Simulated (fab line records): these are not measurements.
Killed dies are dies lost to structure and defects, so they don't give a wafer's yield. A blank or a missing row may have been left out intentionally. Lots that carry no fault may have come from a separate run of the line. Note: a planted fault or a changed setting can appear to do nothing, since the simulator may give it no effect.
fab line records + flow sky130
record
- lots=12
- wafers=36
- lastDay=50
route steps=708 shown FIELD_ISO@18 NWELL@73 VT_ADJUST_HVTP@93 PAD_OPEN@708
lots that met no fault: taken from a fault-free run of the same line
startH: hours from the record's opening day to when the first of the lot's shown wafers began + waitH: hours since the lot's step before + " same as the row above + L1.1+2: several wafers, shown together as one row + - value missing, or start not given + * or withheld: withheld + < > ~ a bound
route shown NAME@n: a module of which the file shows steps, and the number in the route of the first + usual: mean/standard deviation of fault-free wafers + same: alike in all rows + chamber/n: place in a boat + sites: readings site by site + _std_site: how widely they spread, as a standard deviation + _edge_site: inner sites' mean taken away from outer sites' mean + radiusMm: for every site, how far away it sits from the centre of the wafer + mask NAME#n: copy n + behind: tool/chamber where the wafer was last shaped + hold: why the lot went on hold/how many hours it stayed there/how the hold came to an end + device: transistor that didn't switch, given as n, p or np + end of line: the same wafers' tests at the end of the route + a step with no rows: only its recipe + killed: not the wafer's yield, but the dies lost to structure and defects at the first sort + map: shows each die of a wafer: x if killed, . if not, _ if none is there
set.NAME: setting as actually run; set.NAME@STEP: the setting as run at that earlier step + model.NAME: the simulator's own value behind a step, which no gauge read
steps of the route over a sample of lots; a table a step, a row a wafer
services: a tool's chamber out of use, with start hour (startH, from the record's first day; less than 0 if before it), hours out, and reason
## steps
# step SKY_FIELD_ISO_ETCH_17
# recipe
- targetDepthA=3420
- maskMaterial=Si3N4
- chemistry=HBr/Cl2/O2
- target=Si
- taperDeg=5
- icpW=600
- biasW=150
- pressureMtorr=15
- HBr_flow_sccm=150
- Cl2_flow_sccm=40
- O2_flow_sccm=6
- timeS=97.7
# usual
- drypumpMotorCurrentA=6.0/0.41
- heBacksideLeakSccm=2.72/0.25
- oesProductAu=1.001/0.013
- throttleValvePct=25.656/0.013
| lot.wafer | tool     | chamber | startH | waitH | drypumpMotorCurrentA | heBacksideLeakSccm | oesProductAu | rfHoursCounterH | throttleValvePct |
|-----------|----------|---------|--------|-------|----------------------|--------------------|--------------|-----------------|------------------|
| L451.3    | rieSi-02 | 3       | 29.71  | 0.0   | 6.2                  | 2.74               | 1.003        | 101             | 25.665           |
| L451.4    | "        | 0       | "      | "     | 6.7                  | 2.36               | 1.006        | 23              | 25.665           |
| L451.6    | "        | 1       | "      | "     | 6.3                  | 2.54               | 1.016        | -               | 25.632           |
| L452.1    | rieSi-02 | 2       | 34.75  | 0.1   | 5.8                  | 2.56               | 0.994        | 30              | 25.664           |
| L452.3    | "        | 3       | "      | "     | 6.2                  | 2.84               | 0.988        | 101             | 25.658           |
| L452.5    | "        | 2       | "      | "     | 5.8                  | 2.48               | 0.996        | -               | 25.674           |
| L453.4    | rieSi-01 | 2       | 40.71  | 0.0   | 6.0                  | 2.87               | 1.005        | 10              | 25.654           |
| L453.5    | "        | 2       | "      | "     | 6.0                  | 3.04               | 1.009        | -               | 25.650           |
| L453.6    | "        | 3       | "      | "     | 6.0                  | 2.89               | 0.987        | -               | 25.673           |
| L454.1    | rieSi-02 | 3       | 45.00  | 0.1   | 6.2                  | 2.75               | 1.001        | 101             | 25.633           |
| L454.2    | "        | 0       | "      | "     | 6.7                  | 2.73               | 0.993        | 23              | 25.672           |
| L454.4    | "        | 1       | "      | "     | 6.3                  | 2.57               | 1.016        | 84              | 25.662           |
| L455.1    | rieSi-02 | 1       | 51.61  | 0.1   | 6.2                  | 2.50               | 1.011        | 84              | 25.639           |
| L455.3    | "        | 3       | "      | "     | 6.2                  | 2.78               | 1.002        | 101             | 25.656           |
| L455.6    | "        | 2       | "      | "     | 5.8                  | 2.54               | 1.001        | -               | 25.659           |
| L456.1    | rieSi-01 | 2       | 55.30  | 0.1   | 6.0                  | 2.93               | 1.021        | 10              | 25.650           |
| L456.2    | "        | 3       | "      | "     | 6.0                  | 2.93               | 0.981        | 144             | 25.659           |
| L456.5    | "        | 1       | "      | "     | 5.1                  | 2.86               | 1.001        | -               | 25.651           |
| L461.2    | rieSi-02 | 1       | 81.48  | 0.1   | 6.3                  | 2.48               | 1.023        | 85              | 25.642           |
| L461.5    | "        | 2       | "      | "     | 5.9                  | 2.65               | 1.004        | -               | 25.663           |
| L461.6    | "        | 3       | "      | "     | 6.2                  | 2.83               | 1.006        | -               | 25.663           |
| L463.2    | rieSi-01 | 1       | 90.30  | 0.1   | 5.1                  | 2.89               | 1.019        | 139             | 25.636           |
| L463.3    | "        | 0       | "      | "     | 5.7                  | 2.88               | 0.985        | 48              | 25.672           |
| L463.6    | "        | 2       | "      | "     | 5.9                  | 2.99               | 1.008        | -               | 25.658           |
| L465.1    | rieSi-01 | 2       | 101.44 | 0.1   | 6.0                  | 2.87               | 1.004        | 11              | 25.643           |
| L465.2    | "        | 1       | "      | "     | 5.1                  | 2.80               | 1.010        | 139             | 25.651           |
| L465.4    | "        | 3       | "      | "     | 6.0                  | 2.96               | 0.980        | 144             | 25.663           |
| L469.1    | rieSi-01 | 0       | 122.54 | 0.1   | 5.7                  | 2.80               | 0.976        | 48              | 25.670           |
| L469.2    | "        | 3       | "      | "     | 6.0                  | 2.67               | 0.976        | 0               | 25.679           |
| L469.5    | "        | 0       | "      | "     | 5.7                  | 2.87               | 0.971        | -               | 25.680           |
| L471.1    | rieSi-02 | 0       | 132.89 | 0.1   | 6.7                  | 2.62               | 1.001        | 24              | 25.658           |
| L471.2    | "        | 2       | "      | "     | 5.8                  | 2.77               | 0.992        | 31              | 25.660           |
| L471.5    | "        | 3       | "      | "     | 6.2                  | 2.76               | 0.992        | -               | 25.647           |
| L472.1    | rieSi-02 | 3       | 138.06 | 0.1   | 6.2                  | 2.76               | 0.991        | 102             | 25.641           |
| L472.3    | "        | 0       | "      | "     | 6.7                  | 2.56               | 1.002        | 24              | 25.657           |
| L472.4    | "        | 1       | "      | "     | 6.3                  | 2.50               | 1.014        | 85              | 25.635           |
# step SKY_NWELL_EXPOSE_20
# recipe
- maskId=NWM_COMPLEMENT
- na=0.6
- sourceShape=conventional
- sigmaOuter=0.6
- polarization=unpolarized
- targetCdNm=840
- doseMj=260
| lot.wafer  | tool            | chamber | startH | waitH | mask             |
|------------|-----------------|---------|--------|-------|------------------|
| L451.3+4+6 | ilineStepper-02 | 0       | 95.29  | -     | NWM_COMPLEMENT#0 |
| L452.1+3+5 | ilineStepper-02 | 0       | 101.76 | -     | NWM_COMPLEMENT#0 |
| L453.4+5+6 | ilineStepper-02 | 0       | 110.09 | -     | NWM_COMPLEMENT#0 |
| L454.1+2+4 | ilineStepper-02 | 0       | 113.57 | -     | NWM_COMPLEMENT#0 |
| L455.1+3+6 | ilineStepper-02 | 0       | 119.58 | -     | NWM_COMPLEMENT#0 |
| L456.1+2+5 | ilineStepper-02 | 0       | 123.53 | -     | NWM_COMPLEMENT#0 |
| L461.2+5+6 | ilineStepper-01 | 0       | 155.15 | -     | NWM_COMPLEMENT#0 |
| L463.2+3+6 | ilineStepper-02 | 0       | 165.43 | -     | NWM_COMPLEMENT#0 |
| L465.1+2+4 | ilineStepper-01 | 0       | 177.38 | -     | NWM_COMPLEMENT#0 |
| L469.1+2+5 | ilineStepper-02 | 0       | 199.38 | -     | NWM_COMPLEMENT#0 |
| L471.1+2+5 | ilineStepper-02 | 0       | 216.78 | -     | NWM_COMPLEMENT#0 |
| L472.1+3+4 | ilineStepper-02 | 0       | 220.03 | -     | NWM_COMPLEMENT#0 |
# step SKY_NWELL_OVL_MEAS_23
# usual
- NWELL_01_OVL=0.8/1.2
| lot.wafer | tool       | chamber | startH | waitH | NWELL_01_OVL[nm] |
|-----------|------------|---------|--------|-------|------------------|
| L451.3    | overlay-01 | -       | 103.54 | -     | 0.2              |
| L451.4    | "          | -       | "      | "     | -0.5             |
| L451.6    | "          | -       | "      | "     | -0.8             |
| L452.1    | overlay-01 | -       | 110.99 | -     | -1.2             |
| L452.3    | "          | -       | "      | "     | 0.3              |
| L452.5    | "          | -       | "      | "     | 2.7              |
| L453.4    | overlay-01 | -       | 119.20 | -     | 0.5              |
| L453.5    | "          | -       | "      | "     | 1.4              |
| L453.6    | "          | -       | "      | "     | 0.0              |
| L454.1    | overlay-02 | -       | 122.69 | -     | 2.2              |
| L454.2    | "          | -       | "      | "     | 0.8              |
| L454.4    | "          | -       | "      | "     | 1.4              |
| L455.1    | overlay-02 | -       | 128.28 | -     | 1.3              |
| L455.3    | "          | -       | "      | "     | 0.1              |
| L455.6    | "          | -       | "      | "     | 1.1              |
| L456.1    | overlay-02 | -       | 132.93 | -     | 2.3              |
| L456.2    | "          | -       | "      | "     | 2.5              |
| L456.5    | "          | -       | "      | "     | 2.9              |
| L461.2    | overlay-01 | -       | 165.04 | -     | -109.9           |
| L461.5    | "          | -       | "      | "     | -109.6           |
| L461.6    | "          | -       | "      | "     | -109.3           |
| L463.2    | overlay-01 | -       | 174.57 | -     | 0.7              |
| L463.3    | "          | -       | "      | "     | 2.6              |
| L463.6    | "          | -       | "      | "     | 1.4              |
| L465.1    | overlay-02 | -       | 187.21 | -     | -110.0           |
| L465.2    | "          | -       | "      | "     | -109.1           |
| L465.4    | "          | -       | "      | "     | -110.2           |
| L469.1    | overlay-01 | -       | 209.98 | -     | 1.3              |
| L469.2    | "          | -       | "      | "     | 1.7              |
| L469.5    | "          | -       | "      | "     | 0.6              |
| L471.1    | overlay-02 | -       | 227.51 | -     | 1.2              |
| L471.2    | "          | -       | "      | "     | 0.4              |
| L471.5    | "          | -       | "      | "     | 1.9              |
| L472.1    | overlay-02 | -       | 231.24 | -     | -0.2             |
| L472.3    | "          | -       | "      | "     | -0.1             |
| L472.4    | "          | -       | "      | "     | -0.1             |
# step SKY_NWELL_RTA_28
# recipe
- tempC=1050
- timeS=30
- idleTempC=650
- rampUpCPerS=150
- rampDownCPerS=90
- ambient=N2
# usual
- lampPowerPct=25.30/0.051
- wafer_temp_C_max=1054.8/0.97
| lot.wafer | tool         | chamber | startH | waitH | lampPowerPct | wafer_temp_C_max |
|-----------|--------------|---------|--------|-------|--------------|------------------|
| L451.3    | rtpAnneal-01 | 0       | 103.99 | 0.1   | 25.36        | 1054.4           |
| L451.4    | "            | 0       | "      | "     | 25.26        | 1053.7           |
| L451.6    | "            | 0       | "      | "     | 25.28        | 1054.1           |
| L452.1    | rtpAnneal-01 | 0       | 111.38 | 0.0   | 25.30        | 1054.7           |
| L452.3    | "            | 0       | "      | "     | 25.35        | 1054.6           |
| L452.5    | "            | 0       | "      | "     | 25.29        | 1057.0           |
| L453.4    | rtpAnneal-01 | 0       | 119.64 | 0.1   | 25.31        | 1054.0           |
| L453.5    | "            | 0       | "      | "     | 25.32        | 1054.1           |
| L453.6    | "            | 0       | "      | "     | 25.37        | 1057.6           |
| L454.1    | rtpAnneal-01 | 0       | 123.09 | 0.0   | 25.31        | 1053.7           |
| L454.2    | "            | 0       | "      | "     | 25.45        | 1055.9           |
| L454.4    | "            | 0       | "      | "     | 25.32        | 1055.4           |
| L455.1    | rtpAnneal-02 | 0       | 128.68 | 0.0   | 25.36        | 1054.6           |
| L455.3    | "            | 0       | "      | "     | 25.26        | 1053.6           |
| L455.6    | "            | 0       | "      | "     | 25.30        | 1056.1           |
| L456.1    | rtpAnneal-01 | 0       | 133.33 | 0.0   | 25.37        | 1054.9           |
| L456.2    | "            | 0       | "      | "     | 25.22        | 1055.9           |
| L456.5    | "            | 0       | "      | "     | 25.35        | 1054.1           |
| L461.2    | rtpAnneal-02 | 0       | 165.45 | 0.0   | 25.40        | 1054.0           |
| L461.5    | "            | 0       | "      | "     | 25.30        | 1055.9           |
| L461.6    | "            | 0       | "      | "     | 25.32        | 1056.0           |
| L463.2    | rtpAnneal-02 | 0       | 174.97 | 0.0   | 25.28        | 1054.6           |
| L463.3    | "            | 0       | "      | "     | 25.32        | 1054.8           |
| L463.6    | "            | 0       | "      | "     | 25.35        | 1053.8           |
| L465.1    | rtpAnneal-02 | 0       | 187.61 | 0.0   | 25.31        | 1056.5           |
| L465.2    | "            | 0       | "      | "     | 25.28        | 1054.4           |
| L465.4    | "            | 0       | "      | "     | 25.36        | 1053.7           |
| L469.1    | rtpAnneal-02 | 0       | 210.37 | 0.0   | 25.24        | 1054.0           |
| L469.2    | "            | 0       | "      | "     | 25.27        | 1055.4           |
| L469.5    | "            | 0       | "      | "     | 25.30        | 1054.5           |
| L471.1    | rtpAnneal-02 | 0       | 227.92 | 0.0   | 25.47        | 1054.6           |
| L471.2    | "            | 0       | "      | "     | 25.37        | 1055.7           |
| L471.5    | "            | 0       | "      | "     | 25.30        | 1054.3           |
| L472.1    | rtpAnneal-01 | 0       | 231.64 | 0.0   | 25.34        | 1056.6           |
| L472.3    | "            | 0       | "      | "     | 25.37        | 1053.8           |
| L472.4    | "            | 0       | "      | "     | 25.29        | 1054.0           |
# step SKY_VT_ADJUST_HVTP_OVL_MEAS_08
# usual
- VT_ADJUST_HVTP_OVL=-0.3/1.3
| lot.wafer | tool       | chamber | startH | waitH | VT_ADJUST_HVTP_OVL[nm] |
|-----------|------------|---------|--------|-------|------------------------|
| L451.3    | overlay-01 | -       | 122.47 | 0.1   | 0.0                    |
| L451.4    | "          | -       | "      | "     | 1.5                    |
| L451.6    | "          | -       | "      | "     | -0.1                   |
| L452.1    | overlay-01 | -       | 130.71 | 0.1   | -3.5                   |
| L452.3    | "          | -       | "      | "     | -1.5                   |
| L452.5    | "          | -       | "      | "     | -1.8                   |
| L453.4    | overlay-01 | -       | 138.18 | 0.1   | -1.5                   |
| L453.5    | "          | -       | "      | "     | -1.9                   |
| L453.6    | "          | -       | "      | "     | -0.3                   |
| L454.1    | overlay-01 | -       | 142.80 | 0.1   | -1.5                   |
| L454.2    | "          | -       | "      | "     | -2.7                   |
| L454.4    | "          | -       | "      | "     | -1.7                   |
| L455.1    | overlay-01 | -       | 147.55 | 0.1   | 0.1                    |
| L455.3    | "          | -       | "      | "     | 0.3                    |
| L455.6    | "          | -       | "      | "     | 0.2                    |
| L456.1    | overlay-02 | -       | 152.86 | 0.1   | 0.1                    |
| L456.2    | "          | -       | "      | "     | -0.4                   |
| L456.5    | "          | -       | "      | "     | 0.3                    |
| L461.2    | overlay-01 | -       | 185.06 | 0.1   | 1.0                    |
| L461.5    | "          | -       | "      | "     | 2.6                    |
| L461.6    | "          | -       | "      | "     | 0.8                    |
| L463.2    | overlay-01 | -       | 195.26 | 0.1   | -1.3                   |
| L463.3    | "          | -       | "      | "     | -1.1                   |
| L463.6    | "          | -       | "      | "     | -2.0                   |
| L465.1    | overlay-01 | -       | 208.86 | 0.1   | -2.2                   |
| L465.2    | "          | -       | "      | "     | 0.3                    |
| L465.4    | "          | -       | "      | "     | -3.4                   |
| L469.1    | overlay-01 | -       | 233.75 | 0.1   | 1.6                    |
| L469.2    | "          | -       | "      | "     | 0.6                    |
| L469.5    | "          | -       | "      | "     | -0.9                   |
| L471.1    | overlay-02 | -       | 251.06 | 0.1   | 0.3                    |
| L471.2    | "          | -       | "      | "     | 1.8                    |
| L471.5    | "          | -       | "      | "     | -0.4                   |
| L472.1    | overlay-02 | -       | 255.21 | 0.1   | -0.2                   |
| L472.3    | "          | -       | "      | "     | -1.6                   |
| L472.4    | "          | -       | "      | "     | -1.5                   |
# step SKY_PAD_OPEN_PROBE_99
# usual
- killed_at_M0_to_M3=42/5.8
- killed_at_M4_up=3.0/2
- killedAtContacts=24/5.5
- killedAtFrontEnd=15/3.9
- killedAtOther=0.3/0.54
- killedDies=85/8.8
- killedOpen=47/6.8
- killedShort=38/5.9
# same
- grossDies=492
- killedAtBackSide=0
| lot.wafer | tool      | chamber | startH  | waitH | killed_at_M0_to_M3 | killed_at_M4_up | killedAtContacts | killedAtFrontEnd | killedAtOther | killedDies | killedOpen | killedShort |
|-----------|-----------|---------|---------|-------|--------------------|-----------------|------------------|------------------|---------------|------------|------------|-------------|
| L451.3    | prober-01 | -       | 1087.36 | 0.2   | 35                 | 1               | 20               | 10               | 0             | 66         | 43         | 23          |
| L451.4    | prober-01 | -       | 1087.41 | 0.2   | 47                 | 8               | 20               | 18               | 0             | 93         | 46         | 47          |
| L451.6    | prober-01 | -       | 1087.51 | 0.2   | 49                 | 5               | 27               | 20               | 2             | 103        | 46         | 55          |
| L452.1    | prober-02 | -       | 1088.62 | 0.1   | 46                 | 4               | 15               | 22               | 1             | 88         | 54         | 34          |
| L452.3    | prober-02 | -       | 1088.72 | 0.2   | 52                 | 1               | 26               | 17               | 0             | 96         | 52         | 44          |
| L452.5    | prober-02 | -       | 1088.82 | 0.2   | 48                 | 1               | 24               | 17               | 0             | 90         | 53         | 37          |
| L455.1    | prober-01 | -       | 1113.59 | 0.1   | 48                 | 5               | 14               | 14               | 0             | 81         | 40         | 41          |
| L455.3    | prober-01 | -       | 1113.69 | 0.2   | 43                 | 4               | 21               | 14               | 0             | 82         | 38         | 44          |
| L455.6    | prober-01 | -       | 1113.84 | 0.2   | 40                 | 1               | 23               | 14               | 0             | 78         | 46         | 32          |
| L456.1    | prober-02 | -       | 1120.33 | 0.1   | 42                 | 2               | 26               | 16               | 0             | 86         | 41         | 45          |
| L456.2    | prober-02 | -       | 1120.38 | 0.1   | 36                 | 2               | 24               | 15               | 0             | 77         | 46         | 31          |
| L456.5    | prober-02 | -       | 1120.53 | 0.2   | 43                 | 3               | 18               | 13               | 1             | 78         | 38         | 39          |
| L461.2    | prober-01 | -       | 1139.98 | 0.1   | 45                 | 2               | 29               | 24               | 0             | 100        | 52         | 48          |
| L461.5    | prober-01 | -       | 1140.13 | 0.2   | 35                 | 6               | 28               | 17               | 0             | 86         | 52         | 34          |
| L461.6    | prober-01 | -       | 1140.18 | 0.2   | 44                 | 5               | 24               | 17               | 0             | 90         | 48         | 42          |
| L463.2    | prober-02 | -       | 1154.33 | 0.1   | 45                 | 2               | 18               | 11               | 1             | 77         | 47         | 29          |
| L463.3    | prober-02 | -       | 1154.38 | 0.2   | 38                 | 2               | 23               | 9                | 1             | 73         | 38         | 34          |
| L463.6    | prober-02 | -       | 1154.53 | 0.2   | 50                 | 0               | 25               | 12               | 3             | 90         | 54         | 34          |
| L469.1    | prober-02 | -       | 1183.57 | 0.1   | 46                 | 3               | 21               | 19               | 0             | 89         | 49         | 39          |
| L469.2    | prober-02 | -       | 1183.62 | 0.1   | 48                 | 1               | 29               | 20               | 0             | 98         | 57         | 40          |
| L469.5    | prober-02 | -       | 1183.77 | 0.2   | 37                 | 5               | 21               | 19               | 0             | 82         | 41         | 39          |
| L472.1    | prober-02 | -       | 1197.01 | 0.1   | 40                 | 0               | 33               | 15               | 0             | 88         | 62         | 26          |
| L472.3    | prober-02 | -       | 1197.11 | 0.2   | 34                 | 4               | 36               | 10               | 2             | 86         | 50         | 35          |
| L472.4    | prober-02 | -       | 1197.16 | 0.2   | 42                 | 4               | 24               | 15               | 0             | 85         | 48         | 36          |
# killed by level:class
L451.3 VIA1:geometricParticle:open=15 VIA2:geometricParticle:open=5 VIA3:geometricParticle:open=5 LI_CONTACT:geometricParticle:open=4 CONTACT:geometricParticle:short=4 CONTACT:geometricParticle:open=4 SPACER:geometricParticle:open=3 LI_CONTACT:geometricParticle:short=3
L451.4 VIA1:geometricParticle:open=13 VIA3:geometricParticle:open=8 METAL4:geometricParticle:short=7 CONTACT:geometricParticle:short=6 METAL1:geometricParticle:short=6 CONTACT:geometricParticle:open=5 POLY_GATE:geometricParticle:open=4 POLY_GATE:geometricParticle:short=4
L451.6 VIA1:geometricParticle:open=14 FIELD_ISO:geometricParticle:short=8 VIA3:geometricParticle:open=7 LI_CONTACT:geometricParticle:open=7 LOCAL_INTERCONNECT:geometricParticle:short=7 VIA1:geometricParticle:short=7 FIELD_ISO:geometricParticle:open=6 METAL2:geometricParticle:short=6
L452.1 VIA1:geometricParticle:open=13 VIA3:geometricParticle:open=10 POLY_GATE:geometricParticle:open=8 VIA2:geometricParticle:open=7 CONTACT:geometricParticle:open=6 METAL2:geometricParticle:short=5 FIELD_ISO:geometricParticle:short=4 FIELD_ISO:geometricParticle:open=4
L452.3 VIA1:geometricParticle:open=12 VIA1:geometricParticle:short=12 CONTACT:geometricParticle:open=10 LI_CONTACT:geometricParticle:open=9 METAL1:geometricParticle:short=9 VIA2:geometricParticle:open=7 POLY_GATE:geometricParticle:open=6 POLY_GATE:geometricParticle:short=6
L452.5 VIA1:geometricParticle:open=12 VIA3:geometricParticle:open=8 CONTACT:geometricParticle:open=7 VIA2:geometricParticle:open=7 POLY_GATE:geometricParticle:short=6 POLY_GATE:geometricParticle:open=5 LI_CONTACT:geometricParticle:open=5 CONTACT:geometricParticle:short=5
L455.1 VIA1:geometricParticle:open=12 METAL2:geometricParticle:short=10 POLY_GATE:geometricParticle:short=6 CONTACT:geometricParticle:open=6 METAL1:geometricParticle:short=5 VIA2:geometricParticle:open=4 VIA1:geometricParticle:short=4 VIA3:geometricParticle:open=4
L455.3 VIA1:geometricParticle:short=11 CONTACT:geometricParticle:open=10 LI_CONTACT:geometricParticle:open=6 VIA2:geometricParticle:open=6 FIELD_ISO:geometricParticle:short=5 METAL2:geometricParticle:short=5 POLY_GATE:geometricParticle:short=4 METAL1:geometricParticle:short=4
L455.6 CONTACT:geometricParticle:open=12 VIA2:geometricParticle:open=8 VIA1:geometricParticle:short=6 VIA3:geometricParticle:open=6 METAL1:geometricParticle:short=5 SPACER:geometricParticle:open=4 POLY_GATE:geometricParticle:open=4 LOCAL_INTERCONNECT:geometricParticle:short=4
L456.1 CONTACT:geometricParticle:open=13 VIA2:geometricParticle:open=7 METAL2:geometricParticle:short=6 VIA3:geometricParticle:open=6 FIELD_ISO:geometricParticle:short=5 POLY_GATE:geometricParticle:short=5 CONTACT:geometricParticle:short=5 VIA2:geometricParticle:short=5
L456.2 CONTACT:geometricParticle:open=9 VIA2:geometricParticle:open=7 METAL2:geometricParticle:short=6 LI_CONTACT:geometricParticle:open=6 VIA1:geometricParticle:open=6 METAL3:geometricParticle:short=5 VIA3:geometricParticle:open=5 LI_CONTACT:geometricParticle:short=4
L456.5 CONTACT:geometricParticle:open=10 VIA1:geometricParticle:open=9 METAL2:geometricParticle:short=7 VIA2:geometricParticle:short=6 VIA3:geometricParticle:open=5 FIELD_ISO:geometricParticle:short=4 METAL1:geometricParticle:short=4 VIA1:geometricParticle:short=4
L461.2 VIA2:geometricParticle:open=11 LI_CONTACT:geometricParticle:open=9 LOCAL_INTERCONNECT:geometricParticle:short=8 CONTACT:geometricParticle:open=8 FIELD_ISO:geometricParticle:short=7 VIA1:geometricParticle:short=7 FIELD_ISO:geometricParticle:open=6 METAL1:geometricParticle:short=6
L461.5 VIA1:geometricParticle:open=13 CONTACT:geometricParticle:open=11 VIA3:geometricParticle:open=6 LI_CONTACT:geometricParticle:open=5 CONTACT:geometricParticle:short=5 POLY_GATE:geometricParticle:short=4 POLY_GATE:geometricParticle:open=4 VIA2:geometricParticle:open=4
L461.6 VIA3:geometricParticle:open=9 VIA1:geometricParticle:short=8 CONTACT:geometricParticle:open=8 VIA2:geometricParticle:open=7 FIELD_ISO:geometricParticle:open=5 LOCAL_INTERCONNECT:geometricParticle:short=5 POLY_GATE:geometricParticle:open=5 LI_CONTACT:geometricParticle:open=5
L463.2 VIA3:geometricParticle:open=10 VIA2:geometricParticle:open=9 VIA1:geometricParticle:short=6 CONTACT:geometricParticle:open=6 METAL2:geometricParticle:short=6 VIA1:geometricParticle:open=5 CONTACT:geometricParticle:short=5 FIELD_ISO:geometricParticle:open=4
L463.3 VIA2:geometricParticle:open=9 VIA1:geometricParticle:open=8 CONTACT:geometricParticle:short=6 CONTACT:geometricParticle:open=6 POLY_GATE:geometricParticle:open=5 LI_CONTACT:geometricParticle:short=5 VIA1:geometricParticle:short=5 VIA3:geometricParticle:short=4
L463.6 VIA1:geometricParticle:open=16 CONTACT:geometricParticle:open=10 METAL2:geometricParticle:short=7 VIA3:geometricParticle:open=7 VIA2:geometricParticle:open=6 LI_CONTACT:geometricParticle:open=5 FIELD_ISO:geometricParticle:open=4 LOCAL_INTERCONNECT:geometricParticle:short=4
L469.1 VIA1:geometricParticle:open=10 LI_CONTACT:geometricParticle:open=7 VIA3:geometricParticle:open=7 CONTACT:geometricParticle:open=7 FIELD_ISO:geometricParticle:open=6 VIA1:geometricParticle:short=6 METAL2:geometricParticle:short=6 POLY_GATE:geometricParticle:short=4
L469.2 VIA1:geometricParticle:open=14 CONTACT:geometricParticle:open=12 VIA2:geometricParticle:open=9 METAL2:geometricParticle:short=7 LI_CONTACT:geometricParticle:open=6 CONTACT:geometricParticle:short=5 VIA1:geometricParticle:short=5 FIELD_ISO:geometricParticle:open=4
L469.5 CONTACT:geometricParticle:open=8 FIELD_ISO:geometricParticle:open=7 VIA1:geometricParticle:open=7 METAL2:geometricParticle:short=7 VIA2:geometricParticle:open=7 FIELD_ISO:geometricParticle:short=6 LOCAL_INTERCONNECT:geometricParticle:short=5 CONTACT:geometricParticle:short=5
L472.1 CONTACT:geometricParticle:open=13 LI_CONTACT:geometricParticle:open=11 VIA3:geometricParticle:open=10 VIA2:geometricParticle:open=7 LOCAL_INTERCONNECT:geometricParticle:short=6 FIELD_ISO:geometricParticle:short=4 VIA1:geometricParticle:short=4 METAL3:geometricParticle:short=4
L472.3 LI_CONTACT:geometricParticle:open=13 CONTACT:geometricParticle:open=11 VIA1:geometricParticle:open=7 VIA3:geometricParticle:open=7 POLY_GATE:geometricParticle:short=5 LOCAL_INTERCONNECT:geometricParticle:short=5 CONTACT:geometricParticle:short=5 VIA2:geometricParticle:open=5
L472.4 VIA1:geometricParticle:open=11 LI_CONTACT:geometricParticle:open=8 METAL1:geometricParticle:short=8 CONTACT:geometricParticle:open=6 VIA1:geometricParticle:short=6 VIA2:geometricParticle:open=6 FIELD_ISO:geometricParticle:open=5 VIA3:geometricParticle:open=5
## services
| tool            | chamber | startH | hours | kind          |
|-----------------|---------|--------|-------|---------------|
| rieSi-02        | -       | 30.94  | 0.2   | repair        |
| rtpAnneal-02    | -       | 37.91  | 3.3   | pm            |
| rieSi-01        | 2       | 67.84  | 6.8   | repair        |
| ilineStepper-02 | 0       | 80.69  | -     | calibration   |
| rtpAnneal-01    | -       | 88.10  | 6.2   | pm            |
| ilineStepper-01 | -       | 90.44  | 40.3  | repair        |
| rieSi-01        | 3       | 107.87 | -     | clean         |
| rieSi-01        | 3       | 107.87 | 12.8  | scheduledDown |
| rieSi-01        | 3       | 107.87 | 12.8  | ventCycle     |
| rieSi-01        | 1       | 129.53 | -     | clean         |
| rieSi-01        | 1       | 129.53 | 17.6  | scheduledDown |
| rieSi-01        | 1       | 129.53 | 17.6  | ventCycle     |
| rieSi-01        | 3       | 132.00 | 15.4  | repair        |
| ilineStepper-02 | -       | 144.06 | 1.7   | pm            |
| ilineStepper-01 | -       | 145.76 | 4.4   | pm            |
| ilineStepper-01 | 0       | 151.55 | -     | calibration   |
| rieSi-02        | 2       | 152.28 | 17.3  | repair        |
| ilineStepper-01 | -       | 158.16 | 1.7   | pm            |
| rtpAnneal-01    | -       | 173.11 | 46.5  | pm            |
| ilineStepper-01 | -       | 218.87 | 4.2   | repair        |
| ilineStepper-02 | -       | 229.09 | 4.6   | repair        |
## key
firstSign
- step=SKY_NWELL_OVL_MEAS_23
- reading=NWELL_01_OVL
- direction=down
- sigmas=94
- usual=0.8
- struck=-109.7
effect none on later readings
metAt SKY_NWELL_EXPOSE_20
struckLots L461,L465
testerLeftOut L461,L465
notActingAt SKY_FIELD_ISO_ETCH_17,SKY_NWELL_RTA_28,SKY_VT_ADJUST_HVTP_OVL_MEAS_08
fault
- kind=scannerMatchingOverlay
- tool=ilineStepper-01
- chamber=-
- onsetH=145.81
- steps=SKY_NWELL_EXPOSE_20
- offset=-110.26
# testerLeftOut: of these lots the tester's yield and bins aren't shown, on N5 and GAA mostly nor the transistor test; their killed dies are dies lost to structure and defects alone, not to doping, threshold or leakage, so they don't give the yield
